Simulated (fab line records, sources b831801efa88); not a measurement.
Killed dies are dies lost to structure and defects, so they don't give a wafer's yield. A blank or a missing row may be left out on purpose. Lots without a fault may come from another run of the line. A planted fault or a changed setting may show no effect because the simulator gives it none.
Which tool did it? | flow sky130 | 24 lots, 72 wafers sampled, at 6 steps of a route of 708

WHAT THE GAUGES READ, wafer by wafer
SKY_VIA3_RS_MEAS_22: measures by four-point-probe. Usual: VIA3_W_RS 0.2937 ohm/sq, standard deviation 0.0023.
lot  | measured     | on            | VIA3_W_RS (ohm/sq)   | flag
L075 | day 39 20:23 | film_metro-01 | 0.2957 0.2940 0.2946 |
L074 | day 39 23:19 | film_metro-03 | 0.2919 0.2922 0.2907 |
L076 | day 40 08:58 | film_metro-03 | 0.2949 0.2946 0.2943 |
L077 | day 40 15:35 | film_metro-02 | 0.2933 0.2940 0.2919 |
L078 | day 41 19:38 | film_metro-03 | 0.2958 0.2932 0.2924 |
L079 | day 41 20:48 | film_metro-01 | 0.2955 0.2973 0.2992 |
L081 | day 41 20:41 | film_metro-03 | 0.2921 0.2913 0.2897 |
L080 | day 41 22:12 | film_metro-03 | 0.2911 0.2952 0.2926 |
L082 | day 42 02:25 | film_metro-02 | 0.2922 0.2933 0.2946 |
L083 | day 42 10:22 | film_metro-01 | 0.2921 0.2927 0.2935 |
L084 | day 42 18:25 | film_metro-02 | 0.2918 0.2907 0.2915 |
L085 | day 42 23:53 | film_metro-02 | 0.2942 0.2958 0.2963 |
L086 | day 43 05:45 | film_metro-02 | 0.2928 0.2941 0.2961 |
L087 | day 43 18:13 | film_metro-02 | 0.2949 0.2929 0.2963 |
L088 | day 43 23:14 | film_metro-01 | 0.2961 0.2942 0.2953 |
L089 | day 44 02:53 | film_metro-01 | 0.2923 0.2930 0.2958 |
L090 | day 44 07:59 | film_metro-02 | 0.2965 0.2971 0.2930 |
L091 | day 44 08:26 | film_metro-01 | 0.2960 0.2950 0.2971 |
L092 | day 44 13:01 | film_metro-01 | 0.2884 0.2942 0.2925 |
L094 | day 45 09:41 | film_metro-01 | 0.2886 0.2933 0.2939 |
L093 | day 45 11:25 | film_metro-01 | 0.2962 0.2898 0.2916 |
L095 | day 45 13:11 | film_metro-02 | 0.2900 0.2952 0.2950 |
L096 | day 45 20:43 | film_metro-03 | 0.2945 0.2917 0.2906 |
L097 | day 46 00:40 | film_metro-02 | 0.2936 0.2959 0.2921 |

SKY_PASSIVATION_THK_MEAS_03. Usual: PASSIVATION_CVD_02_THK 540 nm, standard deviation 7.
lot  | measured     | on            | PASSIVATION_CVD_02_THK (nm) | flag
L075 | day 43 23:43 | film_metro-03 | 543 552 545                 |
L074 | day 44 04:23 | film_metro-02 | 539 530 535                 |
L076 | day 44 18:15 | film_metro-01 | 542 532 538                 |
L077 | day 44 19:11 | film_metro-02 | 535 541 547                 |
L078 | day 45 18:57 | film_metro-01 | 536 543 541                 |
L079 | day 45 21:43 | film_metro-03 | 530 536 537                 |
L081 | day 45 20:32 | film_metro-03 | 529 539 535                 |
L080 | day 45 22:04 | film_metro-03 | 539 546 543                 |
L082 | day 46 01:07 | film_metro-01 | 532 532 542                 |
L083 | day 46 06:07 | film_metro-03 | 528 538 540                 |
L084 | day 46 13:53 | film_metro-02 | 537 533 541                 |
L085 | day 46 20:39 | film_metro-02 | 545 550 547                 |
L086 | day 47 00:22 | film_metro-01 | 531 534 539                 |
L087 | day 47 17:42 | film_metro-03 | 546 545 544                 |
L088 | day 47 17:52 | film_metro-03 | 534 540 546                 |
L089 | day 47 19:12 | film_metro-02 | 537 550 556                 |
L090 | day 47 22:20 | film_metro-01 | 534 538 535                 |
L091 | day 48 00:27 | film_metro-01 | 533 536 541                 |
L092 | day 48 02:08 | film_metro-03 | 540 554 549                 |
L094 | day 48 20:38 | film_metro-02 | 534 541 540                 |
L093 | day 48 22:00 | film_metro-03 | 537 526 538                 |
L095 | day 48 23:21 | film_metro-01 | 547 551 555                 |
L096 | day 49 10:47 | film_metro-01 | 533 539 540                 |
L097 | day 49 13:37 | film_metro-01 | 541 526 541                 |

WHICH TOOL RAN EACH LOT (tool, then ch and the chambers of the sampled wafers, then the start)
lot  | SKY_VIA1_CMP_02               | SKY_VIA2_ETCH_14                   | SKY_VIA2_ETCH_15                   | SKY_VIA3_CMP_02
L075 | cmp-02 ch 2,3, day 33 01:08   | rie_diel-03 ch 1,2,3, day 36 11:11 | rie_diel-03 ch 1,2,3, day 36 11:14 | cmp-02 ch 0,2, day 38 18:07
L074 | cmp-01 ch 0,1,3, day 33 02:47 | rie_diel-01 ch 2,3, day 36 13:41   | rie_diel-01 ch 2,3, day 36 13:43   | cmp-02 ch 1,2, day 38 20:33
L076 | cmp-01 ch 0,1,3, day 33 15:13 | rie_diel-03 ch 0,2,3, day 37 00:17 | rie_diel-03 ch 0,2,3, day 37 00:19 | cmp-02 ch 0,1,3, day 39 07:12
L077 | cmp-01 ch 1,2,3, day 33 21:12 | rie_diel-03 ch 1,3, day 37 07:11   | rie_diel-03 ch 1,3, day 37 07:13   | cmp-01 ch 1,2,3, day 39 13:56
L078 | cmp-02 ch 1,2, day 35 01:59   | rie_diel-01 ch 1,2,3, day 38 12:17 | rie_diel-01 ch 1,2,3, day 38 12:20 | cmp-01 ch 1,2, day 40 17:36
L079 | cmp-01 ch 1,2,3, day 35 04:06 | rie_diel-03 ch 1,3, day 38 14:10   | rie_diel-03 ch 1,3, day 38 14:12   | cmp-01 ch 0,3, day 40 18:58
L081 | cmp-01 ch 1,2,3, day 35 05:16 | rie_diel-01 ch 0,2, day 38 14:17   | rie_diel-01 ch 0,2, day 38 14:19   | cmp-02 ch 0,1, day 40 19:14
L080 | cmp-01 ch 0,1, day 35 06:46   | rie_diel-03 ch 0,3, day 38 15:29   | rie_diel-03 ch 0,3, day 38 15:32   | cmp-02 ch 0,1, day 40 20:01
L082 | cmp-02 ch 0,1,2, day 35 12:13 | rie_diel-03 ch 0,1, day 38 20:40   | rie_diel-03 ch 0,1, day 38 20:42   | cmp-02 ch 0,1,2, day 41 01:07
L083 | cmp-01 ch 1,2,3, day 35 21:24 | rie_diel-04 ch 1,2, day 39 05:10   | rie_diel-04 ch 1,2, day 39 05:12   | cmp-02 ch 2,3, day 41 09:19
L084 | cmp-01 ch 1,2,3, day 36 05:23 | rie_diel-01 ch 2,3, day 39 13:08   | rie_diel-01 ch 2,3, day 39 13:11   | cmp-02 ch 0,1, day 41 16:53
L085 | cmp-02 ch 1,2, day 36 11:47   | rie_diel-03 ch 0,1,2, day 39 19:41 | rie_diel-03 ch 0,1,2, day 39 19:43 | cmp-01 ch 0,1,2, day 41 23:44
L086 | cmp-02 ch 1,2, day 36 19:40   | rie_diel-01 ch 0,1, day 40 02:17   | rie_diel-01 ch 0,1, day 40 02:22   | cmp-02 ch 1,2, day 42 05:54
L087 | cmp-01 ch 0,2,3, day 37 06:58 | rie_diel-04 ch 1,2,3, day 40 14:05 | rie_diel-04 ch 1,2,3, day 40 14:08 | cmp-02 ch 0,1,3, day 42 17:56
L088 | cmp-02 ch 1,2,3, day 37 10:59 | rie_diel-03 ch 0,2, day 40 18:31   | rie_diel-03 ch 0,2, day 40 18:33   | cmp-02 ch 0,1, day 42 22:42
L089 | cmp-02 ch 1,2, day 37 16:37   | rie_diel-03 ch 0,2,3, day 40 22:25 | rie_diel-03 ch 0,2,3, day 40 22:27 | cmp-02 ch 1,3, day 43 02:29
L090 | cmp-02 ch 0,1, day 38 00:20   | rie_diel-04 ch 0,1,2, day 41 06:19 | rie_diel-04 ch 0,1,2, day 41 06:21 | cmp-01 ch 0,1,2, day 43 08:23
L091 | cmp-01 ch 0,2,3, day 38 01:35 | rie_diel-03 ch 0,1,3, day 41 07:11 | rie_diel-03 ch 0,1,3, day 41 07:14 | cmp-01 ch 1,2,3, day 43 09:14
L092 | cmp-01 ch 0,2,3, day 38 06:20 | rie_diel-04 ch 2,3, day 41 11:14   | rie_diel-04 ch 2,3, day 41 11:17   | cmp-01 ch 0,3, day 43 13:50
L094 | cmp-02 ch 0,3, day 39 06:03   | rie_diel-01 ch 0,1,3, day 42 10:23 | rie_diel-01 ch 0,1,3, day 42 10:26 | cmp-02 ch 0,1,3, day 44 11:00
L093 | cmp-02 ch 1,2, day 39 06:54   | rie_diel-04 ch 1,3, day 42 11:20   | rie_diel-04 ch 1,3, day 42 11:23   | cmp-01 ch 0,2, day 44 11:48
L095 | cmp-02 ch 0,2,3, day 39 10:33 | rie_diel-04 ch 0,1, day 42 13:47   | rie_diel-04 ch 0,1, day 42 13:49   | cmp-02 ch 1,2, day 44 14:10
L096 | cmp-02 ch 1,2,3, day 39 15:31 | rie_diel-04 ch 0,2,3, day 42 19:53 | rie_diel-04 ch 0,2,3, day 42 19:55 | cmp-01 ch 1,2,3, day 44 21:50
L097 | cmp-01 ch 0,1, day 39 22:44   | rie_diel-03 ch 0,1,2, day 43 01:35 | rie_diel-03 ch 0,1,2, day 43 01:37 | cmp-01 ch 1,2,3, day 45 01:18
- SKY_VIA1_CMP_02: polishes SiO2.
- SKY_VIA2_ETCH_14: etches BARC in N2/H2, stops on SiO2, time 45.9 s, target depth 60 nm.
- SKY_VIA2_ETCH_15: etches SiO2 in C4F8/O2/Ar, stops on TiN, target depth 546 nm, time 84 s.
- SKY_VIA3_CMP_02: polishes SiO2.

WHAT THE TOOLS THEMSELVES READ (means of the sampled wafers that have a number; where no wafer has one, the mark that the record gives instead)
SKY_VIA1_CMP_02. Usual: motor_current_A 11.9 A, standard deviation 0.86; slurry_flow_ml_min 150.0, standard deviation 0.5.
lot  | tool   | motor_current_A (A) | slurry_flow_ml_min | flag
L075 | cmp-02 | 12.2                | 150.4              |
L074 | cmp-01 | 11.9                | 149.9              |
L076 | cmp-01 | 11.8                | 149.9              |
L077 | cmp-01 | 11.4                | 149.5              |
L078 | cmp-02 | 13.0                | 149.9              |
L079 | cmp-01 | 11.2                | 150.0              |
L081 | cmp-01 | 11.0                | 149.7              |
L080 | cmp-01 | 11.5                | 150.5              |
L082 | cmp-02 | 12.2                | 149.8              |
L083 | cmp-01 | 11.2                | 150.1              |
L084 | cmp-01 | 11.4                | 150.1              |
L085 | cmp-02 | 13.2                | 149.2              |
L086 | cmp-02 | 12.5                | 149.6              |
L087 | cmp-01 | 11.9                | 149.9              |
L088 | cmp-02 | 12.5                | 150.0              |
L089 | cmp-02 | 12.8                | 149.4              |
L090 | cmp-02 | 12.1                | 149.8              |
L091 | cmp-01 | 12.2                | 150.0              |
L092 | cmp-01 | 11.9                | 149.9              |
L094 | cmp-02 | 11.6                | 150.0              |
L093 | cmp-02 | 13.1                | 150.0              |
L095 | cmp-02 | 11.9                | 149.8              |
L096 | cmp-02 | 12.4                | 149.7              |
L097 | cmp-01 | 12.0                | 149.9              |

SKY_VIA2_ETCH_14. Usual: drypump_motor_current_A 5.7 A, standard deviation 0.62; n2_flow_sccm 100.01 sccm, standard deviation 0.29; oes_product_au 0.855 a.u., standard deviation 0.0051; throttle_valve_pct 13.225 %, standard deviation 0.0083.
lot  | tool        | drypump_motor_current_A (A) | n2_flow_sccm (sccm) | oes_product_au (a.u.) | throttle_valve_pct (%) | flag
L075 | rie_diel-03 | 5.6                         | 100.15              | 0.852                 | 13.219                 |
L074 | rie_diel-01 | 5.4                         | 99.73               | 0.855                 | 13.228                 |
L076 | rie_diel-03 | 5.7                         | 100.20              | 0.852                 | 13.231                 |
L077 | rie_diel-03 | 5.3                         | 100.07              | 0.859                 | 13.225                 |
L078 | rie_diel-01 | 5.7                         | 100.12              | 0.857                 | 13.228                 |
L079 | rie_diel-03 | 5.0                         | 99.92               | 0.858                 | 13.237                 |
L081 | rie_diel-01 | 5.8                         | 100.07              | 0.848                 | 13.223                 |
L080 | rie_diel-03 | 5.1                         | 99.96               | 0.853                 | 13.232                 |
L082 | rie_diel-03 | 5.7                         | 99.87               | 0.861                 | 13.232                 |
L083 | rie_diel-04 | 5.7                         | 100.04              | 0.864                 | 13.225                 |
L084 | rie_diel-01 | 5.3                         | 99.92               | 0.854                 | 13.212                 |
L085 | rie_diel-03 | 6.0                         | 99.87               | 0.848                 | 13.219                 |
L086 | rie_diel-01 | 6.4                         | 99.79               | 0.853                 | 13.217                 |
L087 | rie_diel-04 | 5.9                         | 100.24              | 0.852                 | 13.227                 |
L088 | rie_diel-03 | 6.1                         | 99.70               | 0.854                 | 13.214                 |
L089 | rie_diel-03 | 5.7                         | 100.34              | 0.857                 | 13.228                 |
L090 | rie_diel-04 | 5.5                         | 99.84               | 0.858                 | 13.231                 |
L091 | rie_diel-03 | 5.3                         | 100.08              | 0.860                 | 13.227                 |
L092 | rie_diel-04 | 6.1                         | 99.91               | 0.847                 | 13.227                 |
L094 | rie_diel-01 | 6.1                         | 100.02              | 0.855                 | 13.228                 |
L093 | rie_diel-04 | 6.1                         | 99.91               | 0.859                 | 13.222                 |
L095 | rie_diel-04 | 5.8                         | 99.70               | 0.858                 | 13.227                 |
L096 | rie_diel-04 | 5.7                         | 100.05              | 0.854                 | 13.220                 |
L097 | rie_diel-03 | 5.9                         | 100.09              | 0.855                 | 13.222                 |

SKY_VIA2_ETCH_15. Usual: oes_product_au 0.938 a.u., standard deviation 0.0046.
lot  | tool        | oes_product_au (a.u.) | flag
L075 | rie_diel-03 | 0.941                 |
L074 | rie_diel-01 | 0.939                 |
L076 | rie_diel-03 | 0.937                 |
L077 | rie_diel-03 | 0.934                 |
L078 | rie_diel-01 | 0.938                 |
L079 | rie_diel-03 | 0.934                 |
L081 | rie_diel-01 | 0.934                 |
L080 | rie_diel-03 | 0.939                 |
L082 | rie_diel-03 | 0.940                 |
L083 | rie_diel-04 | 0.934                 |
L084 | rie_diel-01 | 0.938                 |
L085 | rie_diel-03 | 0.938                 |
L086 | rie_diel-01 | 0.940                 |
L087 | rie_diel-04 | 0.937                 |
L088 | rie_diel-03 | 0.939                 |
L089 | rie_diel-03 | 0.937                 |
L090 | rie_diel-04 | 0.938                 |
L091 | rie_diel-03 | 0.936                 |
L092 | rie_diel-04 | 0.940                 |
L094 | rie_diel-01 | 0.938                 |
L093 | rie_diel-04 | 0.942                 |
L095 | rie_diel-04 | 0.938                 |
L096 | rie_diel-04 | 0.941                 |
L097 | rie_diel-03 | 0.941                 |

SKY_VIA3_CMP_02. Usual: motor_current_A 12.0 A, standard deviation 0.86; slurry_flow_ml_min 150.0, standard deviation 0.48.
lot  | tool   | motor_current_A (A) | slurry_flow_ml_min | flag
L075 | cmp-02 | 11.9                | 150.4              |
L074 | cmp-02 | 12.3                | 149.8              |
L076 | cmp-02 | 11.9                | 150.1              |
L077 | cmp-01 | 10.9                | 149.8              |
L078 | cmp-01 | 11.0                | 149.8              |
L079 | cmp-01 | 12.1                | 150.8              |
L081 | cmp-02 | 13.1                | 150.1              |
L080 | cmp-02 | 12.8                | 149.7              |
L082 | cmp-02 | 12.3                | 149.7              |
L083 | cmp-02 | 12.0                | 149.8              |
L084 | cmp-02 | 12.1                | 150.1              |
L085 | cmp-01 | 11.5                | 149.7              |
L086 | cmp-02 | 12.5                | 150.1              |
L087 | cmp-02 | 12.4                | 149.9              |
L088 | cmp-02 | 12.5                | 150.1              |
L089 | cmp-02 | 12.5                | 149.7              |
L090 | cmp-01 | 11.7                | 149.6              |
L091 | cmp-01 | 11.2                | 150.3              |
L092 | cmp-01 | 12.1                | 150.1              |
L094 | cmp-02 | 12.3                | 149.9              |
L093 | cmp-01 | 12.2                | 150.2              |
L095 | cmp-02 | 12.8                | 150.2              |
L096 | cmp-01 | 11.1                | 149.7              |
L097 | cmp-01 | 10.8                | 150.2              |

THE ANSWER, worked out from the rows above alone
Rule: a lot is off if the mean of its wafers that have a number lies more than 3 standard deviations from the usual mean. A lot without any number at a reading at which 4 lots or more have one is off too. The other lots that the step has rows for count as sound. The gauges are gone through in route order, then the tools' own readings, and for those a lot's mean is taken as printed above. The first step at which some lot is off is used, and at that step the reading that is off furthest; a lot without a number counts as furthest.
No lot is off at any reading shown: from this, nothing can be told.

WHAT THE SIMULATOR HAD PUT IN
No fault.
